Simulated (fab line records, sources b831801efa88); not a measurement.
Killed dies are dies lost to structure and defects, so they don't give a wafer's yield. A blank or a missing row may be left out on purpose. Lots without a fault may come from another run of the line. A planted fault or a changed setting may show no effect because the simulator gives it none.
Problem report in the 8D (eight disciplines) form, filled by code | flow sky130 | the parts of the form that need people (team, actions taken, sign-off) are left out

1. THE PROBLEM
dose_ions_cm2 at SKY_VT_ADJUST_LVTN_IMPLANT_08 reads a mean of 1.44e+12 on 9 wafers of 3 lots; wafers without a fault read 1.57e+12 with a standard deviation of 1.6e+09. That is -82 standard deviations from the usual mean.
First seen on wafer L346.1, day 11 05:59, on implanter-03. The record holds 36 wafers of 12 lots with a number at this step. Rule for "out", or "out of limits": more than 4 standard deviations from the usual mean. The other wafers with a number count as sound.

2. WHAT IT IS AND WHAT IT IS NOT
question                    | is                     | is not
which readings at this step | dose_ions_cm2          | -
which lots                  | L346, L347, L348       | L332, L333, L335, L336, L338, L341, L342, L344, L345
which wafers of those lots  | all that have a number | -
read on which tools         | implanter-03           | implanter-01, implanter-02
when                        | from day 11 05:59      | up to then (27 sound wafers)

3. SUSPECTS, AND WHAT RULES EACH OUT
Counting: a tool at a process step up to the reading stays a suspect if it ran every lot that is out and no sound lot after the first of them.
- implanter-03 at SKY_VT_ADJUST_LVTN_IMPLANT_08: kept. It ran every lot that is out, first L346 (day 11 05:59), and no sound lot after that; its last sound lot up to then is L345 (day 11 00:03). Its own readings are out on those wafers: dose_ions_cm2.
Left after counting: implanter-03 at SKY_VT_ADJUST_LVTN_IMPLANT_08.

4. THE CAUSE (what the simulator had put in)
Process parameter drift: implanter-03, from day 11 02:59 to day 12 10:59, at SKY_VT_ADJUST_LVTN_IMPLANT_08. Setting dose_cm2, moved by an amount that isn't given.
Counting left only this tool.

5. THE CHAIN OF EFFECTS, in route order
Each row: a reading whose mean over the struck wafers that have a number lies more than 3 standard deviations from the usual. Only readings for which the record gives a usual standard deviation are gone through. hours: the time from each lot's start at the first step in this table that gives one to its start at this step, as a median over the lots. sigmas: the change in usual standard deviations.
hours | step                          | reading            | usual    | on struck wafers | change    | sigmas
0     | SKY_VT_ADJUST_LVTN_IMPLANT_08 | dose_ions_cm2      | 1.57e+12 | 1.44e+12         | -1.31e+11 | -82
0     | SKY_VT_ADJUST_LVTN_IMPLANT_08 | faraday_current_uA | 8.87     | 8.13             | -0.74     | -4.3
The process steps in it:
- SKY_VT_ADJUST_LVTN_IMPLANT_08
Later measuring or inspecting steps at which every struck wafer that the step has a row for has a number for every such reading, and none has moved that far: SKY_VT_ADJUST_LVTN_TW_MEAS_10.

6. WHAT WOULD HAVE CAUGHT IT SOONER
In this record the first reading out of limits was taken at day 11 05:59, 3 hours after the fault began at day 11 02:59.
